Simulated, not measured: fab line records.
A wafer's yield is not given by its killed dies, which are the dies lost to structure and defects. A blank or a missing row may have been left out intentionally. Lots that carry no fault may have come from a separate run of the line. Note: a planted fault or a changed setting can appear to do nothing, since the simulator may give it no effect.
Which tool did it? | flow sky130 | 33 wafers from 11 lots sampled at 6 of the route's 708 steps

## WHAT THE GAUGES READ, wafer by wafer
SKY_LDD_N_TW_MEAS_17.
lot  | measured     | on           | LDD_N_TW
L998 | day 17 03:58 | filmMetro-03 | 2574 2584 2593
L101 | day 18 15:55 | filmMetro-02 | 2569 2580 2575
L102 | day 19 02:54 | filmMetro-02 | 2566 2567 2565
L103 | day 19 06:04 | filmMetro-03 | 2583 2591 2590
L106 | day 20 11:29 | filmMetro-03 | 2610 2610 2599
L108 | day 22 00:38 | filmMetro-02 | 2562 2581 2575
L112 | day 22 21:26 | filmMetro-02 | 2631 2617 2641
L113 | day 23 02:40 | filmMetro-03 | 2652 2652 2660
L115 | day 23 17:49 | filmMetro-03 | 2584 2583 2589
L117 | day 24 16:33 | filmMetro-01 | 2569 2567 2564
L121 | day 25 17:46 | filmMetro-01 | 2586 2591 2577

SKY_LOCAL_INTERCONNECT_CD_MEAS_11: the cd target is 170 nm.
lot  | measured     | on       | cdNm (nm)
L998 | day 29 16:58 | cdSem-01 | 169.1 168.6 169.9
L101 | day 31 00:58 | cdSem-02 | 170.2 171.4 170.5
L102 | day 32 05:08 | cdSem-02 | 171.4 170.8 170.0
L103 | day 32 08:04 | cdSem-02 | 169.7 169.7 169.9
L106 | day 32 15:22 | cdSem-02 | 170.1 170.0 170.3
L108 | day 33 23:40 | cdSem-02 | 172.6 172.7 171.8
L112 | day 34 16:43 | cdSem-01 | 168.8 169.8 168.6
L113 | day 34 22:14 | cdSem-01 | 170.5 171.1 169.4
L115 | day 35 09:43 | cdSem-02 | 170.8 170.4 170.4
L117 | day 36 07:47 | cdSem-01 | 168.3 167.5 169.4
L121 | day 37 10:11 | cdSem-01 | 168.0 170.3 169.2

## WHICH TOOL RAN EACH LOT (tool, then ch and the chambers of the sampled wafers, then the start)
lot  | SKY_PWDE_STRIP_09                  | SKY_LDD_N_IMPLANT_11            | SKY_LDD_N_STRIP_16                  | SKY_LI_CONTACT_STRIP_16
L998 | plasmaAsher-03 ch 0,1, day 3 19:17 | implanter-02 ch 0, day 17 03:08 | plasmaAsher-02 ch 0,1, day 17 03:53 | plasmaAsher-03 ch 0,1, day 28 11:53
L101 | plasmaAsher-02 ch 0,1, day 4 11:52 | implanter-04 ch 0, day 18 15:04 | plasmaAsher-02 ch 0,1, day 18 15:49 | plasmaAsher-04 ch 0,1, day 29 20:51
L102 | plasmaAsher-02 ch 0,1, day 4 20:05 | implanter-04 ch 0, day 19 02:05 | plasmaAsher-01 ch 0,1, day 19 02:48 | plasmaAsher-02 ch 0,1, day 31 01:59
L103 | plasmaAsher-02 ch 0,1, day 4 21:49 | implanter-04 ch 0, day 19 05:13 | plasmaAsher-04 ch 0,1, day 19 05:58 | plasmaAsher-04 ch 0,1, day 31 04:24
L106 | plasmaAsher-04 ch 0,1, day 5 14:39 | implanter-02 ch 0, day 20 10:38 | plasmaAsher-01 ch 0,1, day 20 11:23 | plasmaAsher-02 ch 0,1, day 31 12:00
L108 | plasmaAsher-03 ch 0,1, day 6 11:16 | implanter-04 ch 0, day 21 23:47 | plasmaAsher-02 ch 0,1, day 22 00:32 | plasmaAsher-04 ch 0,1, day 32 19:45
L112 | plasmaAsher-03 ch 0,1, day 7 01:44 | implanter-04 ch 0, day 22 20:37 | plasmaAsher-02 ch 0,1, day 22 21:20 | plasmaAsher-04 ch 0,1, day 33 12:56
L113 | plasmaAsher-03 ch 0,1, day 7 07:58 | implanter-04 ch 0, day 23 01:50 | plasmaAsher-04 ch 0,1, day 23 02:34 | plasmaAsher-02 ch 1, day 33 19:02
L115 | plasmaAsher-02 ch 0,1, day 7 20:13 | implanter-02 ch 0, day 23 16:58 | plasmaAsher-02 ch 0, day 23 17:43   | plasmaAsher-04 ch 0,1, day 34 05:36
L117 | plasmaAsher-02 ch 0,1, day 8 06:49 | implanter-02 ch 0, day 24 15:43 | plasmaAsher-01 ch 0,1, day 24 16:26 | plasmaAsher-03 ch 0,1, day 35 03:44
L121 | plasmaAsher-03 ch 0,1, day 9 06:49 | implanter-02 ch 0, day 25 16:56 | plasmaAsher-02 ch 0,1, day 25 17:40 | plasmaAsher-02 ch 0,1, day 36 05:33
- SKY_PWDE_STRIP_09: strips in O2/N2.
- SKY_LDD_N_IMPLANT_11
- SKY_LDD_N_STRIP_16: strips in O2/N2.
- SKY_LI_CONTACT_STRIP_16: strips in O2/N2.

## AS READ BY THE TOOLS THEMSELVES (means over the sampled wafers that have a number; for cases with no such wafer, the mark the record gives instead)
SKY_PWDE_STRIP_09.
lot  | tool           | drypumpMotorCurrentA (A) | oesProductAu (a.u.) | stripTimeToEndpointS (s)
L998 | plasmaAsher-03 | 6.0                      | 0.724               | 36.97
L101 | plasmaAsher-02 | 5.6                      | 0.722               | 36.92
L102 | plasmaAsher-02 | 6.1                      | 0.722               | 36.95
L103 | plasmaAsher-02 | 5.7                      | 0.725               | 37.07
L106 | plasmaAsher-04 | 5.4                      | 0.726               | 36.88
L108 | plasmaAsher-03 | 6.0                      | 0.724               | 37.00
L112 | plasmaAsher-03 | 6.0                      | 0.726               | 36.80
L113 | plasmaAsher-03 | 5.9                      | 0.721               | 36.77
L115 | plasmaAsher-02 | 6.1                      | 0.723               | 36.77
L117 | plasmaAsher-02 | 5.6                      | 0.723               | 36.90
L121 | plasmaAsher-03 | 6.0                      | 0.721               | 36.89

SKY_LDD_N_IMPLANT_11.
lot  | tool         | beamEnergyKeV | beamOnS (s) | doseIonsCm2 | faradayCurrentUA
L998 | implanter-02 | 20.003        | 10.01       | 7.495e+13   | 422
L101 | implanter-04 | 20.000        | 9.92        | 7.485e+13   | 428
L102 | implanter-04 | 20.007        | 9.92        | 7.494e+13   | 426
L103 | implanter-04 | 20.002        | 9.95        | 7.496e+13   | 425
L106 | implanter-02 | 19.998        | 9.94        | 7.497e+13   | 426
L108 | implanter-04 | 20.005        | 9.95        | 7.509e+13   | 425
L112 | implanter-04 | 20.002        | 13.63       | 1.165e+14   | 480
L113 | implanter-04 | 20.003        | 13.81       | 1.165e+14   | 476
L115 | implanter-02 | 20.000        | 9.99        | 7.501e+13   | 424
L117 | implanter-02 | 20.003        | 9.93        | 7.504e+13   | 426
L121 | implanter-02 | 19.995        | 10.00       | 7.501e+13   | 422

SKY_LDD_N_STRIP_16.
lot  | tool           | drypumpMotorCurrentA (A) | oesProductAu (a.u.) | stripTimeToEndpointS (s)
L998 | plasmaAsher-02 | 6.1                      | 0.409               | 4.321
L101 | plasmaAsher-02 | 6.1                      | 0.404               | 4.326
L102 | plasmaAsher-01 | 5.5                      | 0.406               | 4.327
L103 | plasmaAsher-04 | 5.4                      | 0.407               | 4.331
L106 | plasmaAsher-01 | 5.5                      | 0.409               | 4.335
L108 | plasmaAsher-02 | 5.6                      | 0.403               | 4.314
L112 | plasmaAsher-02 | 5.6                      | 0.406               | 4.432
L113 | plasmaAsher-04 | 5.2                      | 0.408               | 4.442
L115 | plasmaAsher-02 | 5.2                      | 0.402               | 4.298
L117 | plasmaAsher-01 | 5.5                      | 0.408               | 4.328
L121 | plasmaAsher-02 | 6.1                      | 0.407               | 4.310

SKY_LI_CONTACT_STRIP_16.
lot  | tool           | drypumpMotorCurrentA (A) | oesProductAu (a.u.) | stripTimeToEndpointS (s)
L998 | plasmaAsher-03 | 6.0                      | 0.380               | 3.50
L101 | plasmaAsher-04 | 5.2                      | 0.375               | 3.50
L102 | plasmaAsher-02 | 5.6                      | 0.376               | 3.47
L103 | plasmaAsher-04 | 5.4                      | 0.379               | 3.50
L106 | plasmaAsher-02 | 6.1                      | 0.381               | 3.53
L108 | plasmaAsher-04 | 5.4                      | 0.375               | 3.51
L112 | plasmaAsher-04 | 5.2                      | 0.380               | 3.54
L113 | plasmaAsher-02 | 6.5                      | 0.378               | 3.55
L115 | plasmaAsher-04 | 5.2                      | 0.371               | 3.52
L117 | plasmaAsher-03 | 6.0                      | 0.377               | 3.50
L121 | plasmaAsher-02 | 6.1                      | 0.375               | 3.51

## THE ANSWER, worked out from the rows above alone
Rule: the usual values come from the lots themselves. The widest of any qualifying gaps counts: lots, ordered by their means at a reading, are off when they make up no more than a third of the lots, leave a main group of 4 or more, and stand apart from it by 3 or more times the standard deviation of that group's means. Not used: any main group whose means are identical at the precision the tables above print for the reading. A lot without any number at a reading at which 4 lots or more have one is off too. The other lots that the step has rows for count as sound. The gauges are gone through in route order, then the tools' own readings, and for those a lot's mean is taken as printed above. The first step at which some lot is off is used, and at that step the reading that is off furthest; a lot without a number counts as furthest.
Off at SKY_LDD_N_IMPLANT_11 (doseIonsCm2): L112, L113. For the main group the mean is 7.498e+13 and the standard deviation 6.4e+10.
If a tool, at that step or one of the process steps before it, ran each lot that is off and ran no sound lot following the first of them, it fits. One candidate fits, namely implanter-04 at SKY_LDD_N_IMPLANT_11. Its last sound lot is L108 (day 21 23:47), its first lot that is off L112 (day 22 20:37): a fault that began between those two fits.
The tool's own readings at SKY_LDD_N_IMPLANT_11 bear it out: on the lots that are off they differ by more than 5 times the standard deviation of the sound lots' means. beamOnS reads 13.72 s there against 9.96 s on the sound lots; doseIonsCm2 reads 1.165e+14 there against 7.498e+13 on the sound lots; faradayCurrentUA reads 478 there against 425 on the sound lots.

## WHAT THE SIMULATOR PUT IN
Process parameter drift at SKY_LDD_N_IMPLANT_11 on implanter-04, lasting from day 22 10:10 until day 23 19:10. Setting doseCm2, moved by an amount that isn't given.
Shown lots that were struck: L112, L113. The rule above found the same.
